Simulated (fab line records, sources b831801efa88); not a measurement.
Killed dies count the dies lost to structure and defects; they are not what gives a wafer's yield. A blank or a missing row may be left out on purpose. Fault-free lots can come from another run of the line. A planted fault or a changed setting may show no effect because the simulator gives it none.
Problem report in the 8D (eight disciplines) form, filled by code || flow sky130 || the parts of the form that need people (team, actions taken, sign-off) are left out

== 1. WHAT IS WRONG ==
Wafers free of any fault read 1830 (standard deviation 11) for NWELL_TW at SKY_NWELL_TW_MEAS_15, against a mean of 1701 on 6 wafers of 2 lots. That puts it -12 standard deviations away from the usual mean.
Seen first at day 7 04:02 on filmMetro-02, wafer L437.1. The record holds 36 wafers of 12 lots with a number at this step. The rule behind "out" and "out of limits": a value lying over 4 standard deviations away from the usual mean. The rest of the wafers with a number are treated as sound.

== 2. WHAT IT IS, WHAT IT ISN'T ==
{"question": "which readings at this step", "is": "NWELL_TW", "is not": "-"}
{"question": "which lots", "is": "L437, L439", "is not": "L426, L427, L428, L429, L431, L432, L433, L438, L447, L449"}
{"question": "which wafers of those lots", "is": "all that have a number", "is not": "-"}
{"question": "read on which gauges", "is": "filmMetro-01, filmMetro-02", "is not": "filmMetro-04"}
{"question": "when", "is": "from day 7 04:02", "is not": "up to then (21 sound wafers); but 9 sound wafers of L438, L447, L449 came after"}

== 3. WHAT RULES OUT EACH SUSPECT ==
Counting: a tool at any process step up to the reading remains a suspect when it ran all the lots that are out and ran no sound lot after the first of those.
- the gauge at SKY_NWELL_TW_MEAS_15 has been ruled out. The wafers that are out were read on 2 gauges (filmMetro-01, filmMetro-02).
- implanter-01 at SKY_NWELL_IMPLANT_11: kept. Every lot that is out went through it, starting with L437 (day 7 03:29), and after that it ran no sound lot; the last sound lot it ran before then is L433 (day 6 09:50). Its own readings are out on those wafers: beamOnS, faradayCurrentUA.
The count leaves implanter-01 at SKY_NWELL_IMPLANT_11.

== 4. THE CAUSE (what the simulator had put in) ==
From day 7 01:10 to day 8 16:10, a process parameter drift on implanter-01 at SKY_NWELL_IMPLANT_11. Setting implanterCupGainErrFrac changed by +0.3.
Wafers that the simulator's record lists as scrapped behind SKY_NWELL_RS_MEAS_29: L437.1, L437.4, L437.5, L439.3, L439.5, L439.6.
Only this tool survived the counting.

== 5. THE CHAIN OF EFFECTS, in route order ==
Each row: a reading whose mean over the struck wafers that have a number lies more than 3 standard deviations from the usual. Only readings whose record carries a usual standard deviation are examined. hours: median over the lots of the time between each lot's start at the first step of this table that gives one and its start at this step. sigmas: the change, counted in usual standard deviations.
{"hours": 0, "step": "SKY_NWELL_IMPLANT_11", "reading": "beamOnS", "usual": "10.01 s", "on struck wafers": 7.62, "change": -2.39, "sigmas": -11}
{"hours": 0, "step": "SKY_NWELL_IMPLANT_11", "reading": "faradayCurrentUA", "usual": 107.0, "on struck wafers": 140.5, "change": "+33.5", "sigmas": "+15"}
{"hours": 1, "step": "SKY_NWELL_TW_MEAS_15", "reading": "NWELL_TW", "usual": 1830, "on struck wafers": 1701, "change": -129, "sigmas": -12}
{"hours": 20, "step": "SKY_NWELL_RS_MEAS_29", "reading": "NWELL_RS", "usual": "625.0 ohm/sq", "on struck wafers": 718.7, "change": "+93.7", "sigmas": "+49"}
The process steps in it:
- SKY_NWELL_IMPLANT_11

== 6. HOW IT WOULD HAVE BEEN CAUGHT EARLIER ==
The first out-of-limits reading at a measuring or inspecting step in this record came at day 7 04:02, 3 hours after the fault's start at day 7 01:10.
At SKY_NWELL_IMPLANT_11, the tool's own readings (beamOnS, faradayCurrentUA) were out on each struck wafer the step has a row for, so an alarm limit on them would have fired on the first such wafer.
Among the 2 lots that are out, L439 began SKY_NWELL_IMPLANT_11 on implanter-01 after day 7 04:02. Had the tool been put on hold then, it would have been spared.
